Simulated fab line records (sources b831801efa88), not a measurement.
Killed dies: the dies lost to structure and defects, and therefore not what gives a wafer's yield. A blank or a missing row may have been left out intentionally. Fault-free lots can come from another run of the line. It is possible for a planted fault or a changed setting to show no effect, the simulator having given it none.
A single fault, viewed from 2 desks    flow sky130    each desk has only its own numbers; what lay behind them comes last

## METROLOGY DESK
What the gauges read, lot by lot, whatever tool the lot ran on: means of the sampled wafers that have a number. If a lot's mean is further than 4 standard deviations from the usual mean, the lot is out of limits and carries the mark OUT (the distance appears in the brackets).
Columns: A = POLY_GATE_OVL at SKY_POLY_GATE_OVL_MEAS_14, usual 6 nm; B = cd_nm at SKY_LOCAL_INTERCONNECT_CD_MEAS_11, usual 169.3 nm
lot   first seen here  A   B
L701  day 16 17:35     5   170.7
L702  day 17 02:56     12  169.5
L704  day 17 23:04     15  171.4
L709  day 19 05:04     15  169.4
L710  day 19 18:52     9   170.9
L711  day 20 12:56     8   166.5
L712  day 20 18:49     6   167.9
L717  day 22 18:23     7   169.4
L718  day 22 21:17     4   170.7
L719  day 23 14:04     8   169.3
L722  day 23 19:31     5   170.4
L724  day 24 15:59     5   170.7
This desk's verdict: no lot among the 12 shows anything out of limits.

## THE TOOL OWNER'S DESK: rie_diel-04
The tool's own readings at SKY_POLY_CUT_ETCH_10 (etches BARC in N2/H2, stops on SiO2, time 45.9 s, target depth 60 nm): means of the sampled wafers that have a number, for each lot that ran on this tool. If a lot's mean is further than 4 standard deviations from the usual mean, the lot is out of limits and carries the mark OUT (the distance appears in the brackets).
Columns: A = drypump_motor_current_A at SKY_POLY_CUT_ETCH_10, usual 5.6 A; B = oes_product_au at SKY_POLY_CUT_ETCH_10, usual 0.855 a.u.; C = throttle_valve_pct at SKY_POLY_CUT_ETCH_10, usual 13.224 %
lot   first seen here  A    B      C
L701  day 24 13:10     5.6  0.856  13.221
L709  day 26 23:46     5.7  0.857  13.225
L711  day 28 05:00     5.2  0.859  13.213
L712  day 28 10:10     5.7  0.858  13.234
L717  day 30 05:19     5.2  0.853  13.220
L718  day 30 08:13     5.1  0.855  13.226
L719  day 31 01:30     5.7  0.855  13.232
This desk's verdict: no lot among the 7 shows anything out of limits.

## TAKEN TOGETHER
At the metrology desk, nothing out of limits was observed.
The tool owner's desk saw nothing out of limits.

## WHAT THE SIMULATOR HAD PUT IN
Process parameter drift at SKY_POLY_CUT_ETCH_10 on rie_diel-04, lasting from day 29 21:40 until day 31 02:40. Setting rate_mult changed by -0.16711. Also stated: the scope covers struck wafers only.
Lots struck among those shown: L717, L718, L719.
